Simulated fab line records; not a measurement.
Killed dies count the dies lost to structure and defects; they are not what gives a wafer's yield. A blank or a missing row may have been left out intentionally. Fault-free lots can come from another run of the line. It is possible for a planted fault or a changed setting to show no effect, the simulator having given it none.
Matching of chambers || flow sky130 || SKY_LI_CONTACT_CMP_02 on cmp-01: 4 sister chambers
The step polishes PSG. 4 wafers are shown with their chamber, then 6 later ones without.

== EACH WAFER AND ITS CHAMBER ==
{"wafer": "L698.4", "chamber": 0, "motorCurrentA (A)": 13.8}
{"wafer": "L702.5", "chamber": 2, "motorCurrentA (A)": 10.9}
{"wafer": "L714.2", "chamber": 3, "motorCurrentA (A)": 11.3}
{"wafer": "L714.5", "chamber": 1, "motorCurrentA (A)": 11.7}

== WAFERS WITH NO CHAMBER GIVEN ==
{"wafer": "L719.1", "motorCurrentA (A)": 10.8}
{"wafer": "L719.3", "motorCurrentA (A)": 11.6}
{"wafer": "L719.5", "motorCurrentA (A)": 10.5}
{"wafer": "L720.1", "motorCurrentA (A)": 13.0}
{"wafer": "L720.2", "motorCurrentA (A)": 11.2}
{"wafer": "L720.6", "motorCurrentA (A)": 13.4}

== WHICH CHAMBER EACH WENT THROUGH ==
{"wafer": "L719.1", "from the rows above": "can't be placed: 2 or 3 or 1", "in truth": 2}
{"wafer": "L719.3", "from the rows above": "can't be placed: 1 or 3 or 2", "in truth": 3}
{"wafer": "L719.5", "from the rows above": "can't be placed: 2 or 3 or 1", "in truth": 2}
{"wafer": "L720.1", "from the rows above": "can't be placed: 0 or 1", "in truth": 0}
{"wafer": "L720.2", "from the rows above": "can't be placed: 3 or 2 or 1", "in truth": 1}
{"wafer": "L720.6", "from the rows above": 0, "in truth": 0}
Placed correctly: 1 of 6. Unplaceable from these rows: 5, with the true chamber sitting among the candidates in 5. Placed wrongly: 0.
How it was worked out, from the rows above alone: a wafer's distance from a chamber is the root of the sum, over the readings, of the square of ((its reading less the chamber's mean) divided by the reading's scatter). The wafer belongs to the nearest chamber; if the next one is less than 2 further off, it can't be placed. For every chamber, the mean is computed from those of its wafers that are shown. The scatter (one wafer shown for each chamber): square how far every hidden wafer sits from the nearest shown wafer, average those squares and take the square root.
